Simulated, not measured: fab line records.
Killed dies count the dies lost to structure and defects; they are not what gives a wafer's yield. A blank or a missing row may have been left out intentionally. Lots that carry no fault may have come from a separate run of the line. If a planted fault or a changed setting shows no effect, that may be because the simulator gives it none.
Struck lot and sound lot, side by side	flow sky130	43 steps out of a route of 708
Sound: these wafers, L176.3, L176.5, L176.6. The struck wafers were L186.3, L186.4, L186.6. Last of all comes the cause.
Order at every step that has rows: each side's tool, ch and its chambers, its first start. Under that, the readings that differ: sound wafers	struck wafers	difference of the means	sigmas: that difference in standard deviations of wafers without a fault.
alike: a reading whose means differ by less than 2 such deviations, as well as words and numbers matching on both sides. not compared: withheld readings; readings where some wafer has no value; bounds like >300 that might hide an equal value; numbers whose values overlap and for which the record gives no deviation.
A row with sigmas, a row that says differs or no value, or rows on one side alone: a step with any of these is where the two part. Numbers that have no deviation but don't overlap get no sigmas and don't part them. A reading missing from all wafers of one side parts the sides only when that side holds two or more wafers.

first, 3 steps without rows for these wafers: SKY_GATE_OXIDE_CLEAN_15 (cleans in SC1/SC2, time 150 s); SKY_GATE_OXIDE_OXIDATION_16 (stabilise 600 s, purge 300 s, target thk 3.57 nm); SKY_POLY_GATE_CVD_00 (deposits poly-Si, target thk 180 nm, time 720 s).
SKY_POLY_GATE_THK_MEAS_01:
  sound: film-metro-03 at day 16 17:21; struck: film-metro-02 at day 19 14:35
  alike: POLY_GATE_CVD_00_THK
then, 8 steps without rows for these wafers: SKY_RES_PROTECT_DEHYDRATE_00 (time 60 s); SKY_RES_PROTECT_HMDS_01 (prime time 60 s); SKY_RES_PROTECT_COAT_02 (resist thk 1140 nm); SKY_RES_PROTECT_SOFTBAKE_03 (time 60 s); SKY_RES_PROTECT_EXPOSE_04 (exposes mask RPM, target cd 1270 nm); SKY_RES_PROTECT_PEB_05; SKY_RES_PROTECT_DEVELOP_06 (develop time 60 s); SKY_POLY_GATE_IMPLANT_02.
SKY_RES_PROTECT_STRIP_07: strips in O2/N2.
  sound on plasma-asher-03 ch 0,1, day 17 22:29; struck on plasma-asher-04 ch 0,1, day 20 21:18
  alike: drypump-motor-current-A, n2-flow-sccm, oes-product-au, strip-time-to-endpoint-s
  not compared: rf-hours-counter-h
SKY_RES_PROTECT_TW_MEAS_08:
  sound: film-metro-01 at day 17 22:34; struck: film-metro-04 at day 20 21:23
  alike: POLY_GATE_TW
then, 2 steps without rows for these wafers: SKY_RES_PROTECT_CLEAN_09 (cleans in SC1/SC2, time 150 s); SKY_POLY_GATE_CVD_03 (deposits Si3N4 from DCS/NH3, target thk 75 nm, time 1290 s).
SKY_POLY_GATE_THK_MEAS_04:
  sound: film-metro-02 at day 18 00:59; struck: film-metro-02 at day 20 22:51
  alike: POLY_GATE_CVD_03_THK
then, 8 steps without rows for these wafers: SKY_POLY_GATE_DEHYDRATE_05 (time 60 s); SKY_POLY_GATE_HMDS_06 (prime time 60 s); SKY_POLY_GATE_COAT_07 (resist thk 110 nm); SKY_POLY_GATE_COAT_08 (resist thk 441.2 nm); SKY_POLY_GATE_SOFTBAKE_09 (time 90 s); SKY_POLY_GATE_EXPOSE_10 (exposes mask P1M, target cd 150 nm); SKY_POLY_GATE_PEB_11; SKY_POLY_GATE_DEVELOP_12 (develop time 60 s).
SKY_POLY_GATE_CD_MEAS_13 targets a cd of 150 nm.
  sound: cd-sem-01 at day 19 07:17; struck: cd-sem-01 at day 22 05:38
  alike: cd-nm
SKY_POLY_GATE_OVL_MEAS_14:
  sound: overlay-01 at day 19 07:22; struck: overlay-01 at day 22 05:44
  alike: POLY_GATE_OVL
SKY_POLY_GATE_ETCH_15: etches BARC in N2/H2, stops on SiO2, time 118.5 s, target depth 110 nm.
  sound on rie-diel-03 ch 1,2,3, day 19 07:24; struck on rie-diel-01 ch 2,3, day 22 05:45
  alike: bias-w, drypump-motor-current-A, n2-flow-sccm, oes-product-au, throttle-valve-pct
  not compared: rf-hours-counter-h
SKY_POLY_GATE_ETCH_16: etches Si3N4 in CH3F/O2, stops on poly-Si, time 147.5 s, target depth 75 nm.
  sound on rie-diel-03 ch 1,2,3, day 19 07:29; struck on rie-diel-01 ch 2,3, day 22 05:50
  alike: bias-w, ch3f-flow-sccm, drypump-motor-current-A, oes-product-au, throttle-valve-pct
  not compared: rf-hours-counter-h
SKY_POLY_GATE_ETCH_17: etches poly-Si in HBr/Cl2, stops on SiO2, target depth 180 nm, time 70.5 s.
  sound on rie-si-01 ch 0,2,3, day 19 07:35; struck on rie-si-02 ch 0,1, day 22 05:56
  alike: bias-w, drypump-motor-current-A, oes-product-au, throttle-valve-pct
  not compared: rf-hours-counter-h
SKY_POLY_GATE_STRIP_18: strips in O2/N2.
  sound on plasma-asher-02 ch 0,1, day 19 07:40; struck on plasma-asher-02 ch 0,1, day 22 06:01
  alike: drypump-motor-current-A, n2-flow-sccm, oes-product-au, strip-time-to-endpoint-s
  not compared: rf-hours-counter-h
then, 2 steps without rows for these wafers: SKY_POLY_GATE_CLEAN_19 (cleans in SC1/SC2, time 150 s); SKY_POLY_GATE_OXIDATION_20 (stabilise 600 s, purge 300 s, target thk 4 nm).
SKY_POLY_GATE_THK_MEAS_21:
  sound: film-metro-01 at day 19 09:04; struck: film-metro-02 at day 22 07:25
  alike: POLY_GATE_OXIDATION_THK
SKY_POLY_GATE_CD_MEAS_22:
  sound: cd-sem-02 at day 19 09:09; struck: cd-sem-01 at day 22 07:31
  alike: cd-nm
then, 7 steps without rows for these wafers: SKY_LDD_N_DEHYDRATE_00 (time 60 s); SKY_LDD_N_HMDS_01 (prime time 60 s); SKY_LDD_N_COAT_02 (resist thk 300 nm); SKY_LDD_N_SOFTBAKE_03 (time 60 s); SKY_LDD_N_EXPOSE_04 (exposes mask NTM, target cd 840 nm); SKY_LDD_N_PEB_05; SKY_LDD_N_DEVELOP_06 (develop time 60 s).
-- a jump in the record: the struck wafers' starts before and after are 27 days apart (it breaks off in module LDD_N and resumes in module PAD_OPEN, where the first step shown is number 708 of the route) --
SKY_PAD_OPEN_PROBE_99:
  sound: prober-01 at day 48 04:15; struck: prober-01 at day 49 16:20
reading	sound	struck	difference	sigmas
hold	- - -	await-dispo/3.9h/release await-dispo/3.9h/release await-dispo/3.9h/release	no value on the sound wafers	
killed-at-contacts	16 19 17	22 34 39	+14	+2
killed-at-other	0 1 0	55 57 56	+56	+99 or more
killed-dies	69 82 86	126 133 144	+55	+6
  alike: killed_at_M0_to_M3, killed_at_M4_up, killed-at-front-end, killed-open, killed-short

WHERE THEY PART
SKY_PAD_OPEN_PROBE_99 only, going by this record.

WHY: whatever the simulator had introduced
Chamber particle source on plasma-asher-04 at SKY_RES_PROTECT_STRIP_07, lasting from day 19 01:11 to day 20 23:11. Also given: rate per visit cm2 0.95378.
